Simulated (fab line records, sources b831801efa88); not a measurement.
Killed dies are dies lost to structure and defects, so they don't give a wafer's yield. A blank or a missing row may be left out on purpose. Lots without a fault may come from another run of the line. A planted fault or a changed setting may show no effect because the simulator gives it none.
Which tool did it? | flow gf180mcu | 7 lots, 21 wafers sampled, at 2 steps of a route of 602

WHAT THE GAUGES READ, wafer by wafer
GF_PSD_CD_MEAS_07: target cd 400 nm.
lot  | measured     | on        | cd_nm (nm)
L615 | day 15 07:36 | cd_sem-01 | 403.9 400.6 401.0
L616 | day 16 12:52 | cd_sem-01 | 401.5 399.7 399.9
L620 | day 17 15:55 | cd_sem-02 | 403.2 401.3 402.6
L623 | day 18 06:56 | cd_sem-02 | 397.8 396.7 393.9
L625 | day 19 05:34 | cd_sem-02 | 396.5 397.4 397.8
L629 | day 20 21:48 | cd_sem-02 | 410.1 407.9 410.6
L633 | day 22 00:38 | cd_sem-01 | 404.2 407.9 405.9

WHICH TOOL RAN EACH LOT (tool, then ch and the chambers of the sampled wafers, then the start)
lot  | GF_PSD_DEVELOP_06
L615 | litho_track-01 ch 0, day 15 07:27
L616 | litho_track-04 ch 0, day 16 12:43
L620 | litho_track-02 ch 0, day 17 15:47
L623 | litho_track-02 ch 0, day 18 06:47
L625 | litho_track-02 ch 0, day 19 05:26
L629 | litho_track-01 ch 0, day 20 21:39
L633 | litho_track-01 ch 0, day 22 00:29
- GF_PSD_DEVELOP_06: develop time 60 s.

THE ANSWER, worked out from the rows above alone
Rule: what is usual is taken from the lots themselves. Put in order of their means at a reading, lots are off if they are a third of the lots or fewer, leave a main group of 4 or more, and stand apart from it by a gap of 3 or more times the standard deviation of the main group's means; of several such gaps the widest counts. A main group whose means are all the same, to the digits that the tables above print for the reading, isn't used. A lot without any number at a reading at which 4 lots or more have one is off too. The other lots that the step has rows for count as sound.
No lot is off at any reading shown: from this, nothing can be told.

WHAT THE SIMULATOR HAD PUT IN
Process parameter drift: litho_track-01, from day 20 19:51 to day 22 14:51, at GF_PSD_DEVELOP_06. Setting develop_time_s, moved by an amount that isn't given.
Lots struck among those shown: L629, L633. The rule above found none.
